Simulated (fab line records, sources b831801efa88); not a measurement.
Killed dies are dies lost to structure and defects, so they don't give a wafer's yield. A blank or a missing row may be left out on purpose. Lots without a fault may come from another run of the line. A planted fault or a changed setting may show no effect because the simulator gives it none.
One fault seen from 2 desks | flow gf180mcu | each desk has only its own numbers; what lay behind them comes last

THE TOOL OWNER'S DESK: rie_diel-03
The tool's own readings at GF_V5_ETCH_16 (etches BARC in N2/H2): means of the sampled wafers that have a number, for each lot that ran on this tool. A lot is out of limits, marked OUT, if its mean lies more than 4 standard deviations from the usual mean; the brackets give that distance.
Columns: A = drypump_motor_current_A at GF_V5_ETCH_16, usual 5.7 A; B = h2_flow_sccm at GF_V5_ETCH_16, usual 200.0 sccm; C = oes_product_au at GF_V5_ETCH_16, usual 0.854 a.u.; D = throttle_valve_pct at GF_V5_ETCH_16, usual 13.224 %
lot  | first seen here | A   | B     | C     | D
L192 | day 27 03:47    | 5.2 | 200.5 | 0.852 | 13.225
L199 | day 29 11:23    | 5.3 | 199.8 | 0.851 | 13.225
L202 | day 31 05:25    | 6.1 | 200.2 | 0.854 | 13.230
L203 | day 31 09:04    | 5.3 | 200.0 | 0.857 | 13.223
L207 | day 32 09:05    | 5.8 | 200.0 | 0.857 | 13.222
L209 | day 32 10:19    | 5.5 | 199.7 | 0.855 | 13.231
L211 | day 32 17:16    | 5.9 | 199.7 | 0.854 | 13.226
L212 | day 33 03:08    | 5.9 | 199.9 | 0.852 | 13.227
This desk's finding: nothing out of limits on any of the 8 lots.

THE METROLOGY DESK
What the gauges read, lot by lot, whatever tool the lot ran on: means of the sampled wafers that have a number. A lot is out of limits, marked OUT, if its mean lies more than 4 standard deviations from the usual mean; the brackets give that distance.
Columns: A = V4_CVD_00_THK at GF_V4_THK_MEAS_01, usual 585 nm
lot  | first seen here | A
L192 | day 23 08:55    | 577
L194 | day 24 07:38    | 577
L196 | day 24 21:38    | 584
L197 | day 25 09:37    | 590
L199 | day 26 00:05    | 585
L201 | day 27 12:37    | 585
L202 | day 27 21:48    | 584
L203 | day 28 02:56    | 592
L207 | day 29 05:12    | 585
L209 | day 29 08:11    | 587
L211 | day 29 13:54    | 583
L210 | day 29 18:49    | 586
L212 | day 30 03:06    | 586
This desk's finding: nothing out of limits on any of the 13 lots.

PUT TOGETHER
The tool owner's desk saw nothing out of limits.
The metrology desk saw nothing out of limits.

WHAT THE SIMULATOR HAD PUT IN
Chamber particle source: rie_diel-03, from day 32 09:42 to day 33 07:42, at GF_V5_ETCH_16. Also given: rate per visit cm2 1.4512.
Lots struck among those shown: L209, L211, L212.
